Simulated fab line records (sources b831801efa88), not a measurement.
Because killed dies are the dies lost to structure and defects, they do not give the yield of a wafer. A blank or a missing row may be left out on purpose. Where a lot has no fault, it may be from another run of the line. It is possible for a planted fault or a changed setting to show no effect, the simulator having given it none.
Which tool was responsible? | flow sky130 | 11 lots, 33 wafers sampled, at 3 steps of a route of 708

## WHAT EACH GAUGE READ, for each wafer
SKY_SONOS_ONO_CD_MEAS_13: target cd 410 nm. Usual: cd nm reads 409.6 nm (standard deviation 2.2).
lot  | measured     | on        | cd nm (nm)        | flag
L140 | day 13 06:43 | cd sem-01 | 409.4 411.2 409.6 |
L139 | day 13 07:17 | cd sem-01 | 410.0 406.0 410.6 |
L143 | day 15 03:11 | cd sem-02 | 407.5 410.8 409.1 |
L144 | day 15 04:38 | cd sem-02 | 405.5 405.9 406.2 |
L146 | day 15 12:53 | cd sem-02 | 410.6 411.7 408.7 |
L147 | day 15 18:05 | cd sem-02 | 409.0 410.9 412.4 |
L148 | day 16 04:05 | cd sem-01 | 411.3 408.9 409.6 |
L150 | day 16 19:01 | cd sem-02 | 409.9 410.1 408.8 |
L157 | day 19 11:50 | cd sem-02 | 408.1 407.1 410.1 |
L159 | day 20 00:34 | cd sem-02 | 413.3 410.9 413.4 |
L160 | day 20 10:31 | cd sem-02 | 410.7 410.7 411.2 |

SKY_GATE_OXIDE_TW_MEAS_14. Usual: for GATE_OXIDE_TW the level is 224.6 and the standard deviation is 1.4.
lot  | measured     | on            | GATE_OXIDE_TW     | flag
L140 | day 14 08:14 | film metro-03 | 222.5 221.7 222.6 |
L139 | day 14 09:32 | film metro-02 | 225.7 226.6 226.6 |
L143 | day 16 09:26 | film metro-02 | 224.9 225.3 225.1 |
L144 | day 16 10:58 | film metro-02 | 225.8 225.6 225.4 |
L146 | day 16 18:47 | film metro-03 | 223.3 222.2 224.3 |
L147 | day 17 00:37 | film metro-02 | 225.5 225.2 225.2 |
L148 | day 17 10:50 | film metro-01 | 225.8 224.5 223.5 |
L150 | day 18 03:35 | film metro-02 | 225.1 223.9 226.4 |
L157 | day 20 21:02 | film metro-01 | 224.8 224.8 227.3 |
L159 | day 21 09:31 | film metro-02 | 226.1 223.0 223.6 |
L160 | day 21 20:07 | film metro-01 | 225.4 226.3 225.8 |

SKY_RES_PROTECT_TW_MEAS_08. Usual: for POLY_GATE_TW the level is 4043 and the standard deviation is 43.
lot  | measured     | on            | POLY_GATE_TW   | flag
L140 | day 15 14:35 | film metro-01 | 4024 4002 4016 |
L139 | day 15 15:34 | film metro-04 | 4086 4088 4075 |
L143 | day 17 19:17 | film metro-01 | 4037 4038 4013 |
L144 | day 17 18:59 | film metro-03 | 3991 4002 4006 |
L146 | day 18 04:36 | film metro-01 | 4060 4030 4059 |
L147 | day 18 11:43 | film metro-04 | 4096 4075 4079 |
L148 | day 18 19:29 | film metro-03 | 4005 3984 4006 |
L150 | day 19 15:51 | film metro-04 | 4101 4092 4101 |
L157 | day 22 06:39 | film metro-03 | 4013 4005 4035 |
L159 | day 22 19:24 | film metro-01 | 4054 4065 4067 |
L160 | day 23 06:31 | film metro-04 | 4085 4093 4094 |

## EACH LOT AND THE TOOL THAT RAN IT (in order: tool; ch and the chambers of the sampled wafers; start)
No process step before these readings appears in the record.

## AS READ BY THE TOOLS THEMSELVES (means over the sampled wafers that have a number; for cases with no such wafer, the mark the record gives instead)
The record holds no such reading with a usual standard deviation.

## THE ANSWER, worked out from the rows above alone
Rule: a lot is off if the mean of its wafers that have a number lies more than 3 standard deviations from the usual mean. A lot without any number at a reading at which 4 lots or more have one is off too. Any other lot the step has rows for is counted as sound. Order of review: gauges by route order, followed by the tools' own readings, for which a lot's mean as printed above is used. The first step at which some lot is off is used, and at that step the reading that is off furthest; a lot without a number counts as furthest.
No lot is off at any reading shown: from this, nothing can be told.

## WHAT HAD BEEN PUT IN BY THE SIMULATOR
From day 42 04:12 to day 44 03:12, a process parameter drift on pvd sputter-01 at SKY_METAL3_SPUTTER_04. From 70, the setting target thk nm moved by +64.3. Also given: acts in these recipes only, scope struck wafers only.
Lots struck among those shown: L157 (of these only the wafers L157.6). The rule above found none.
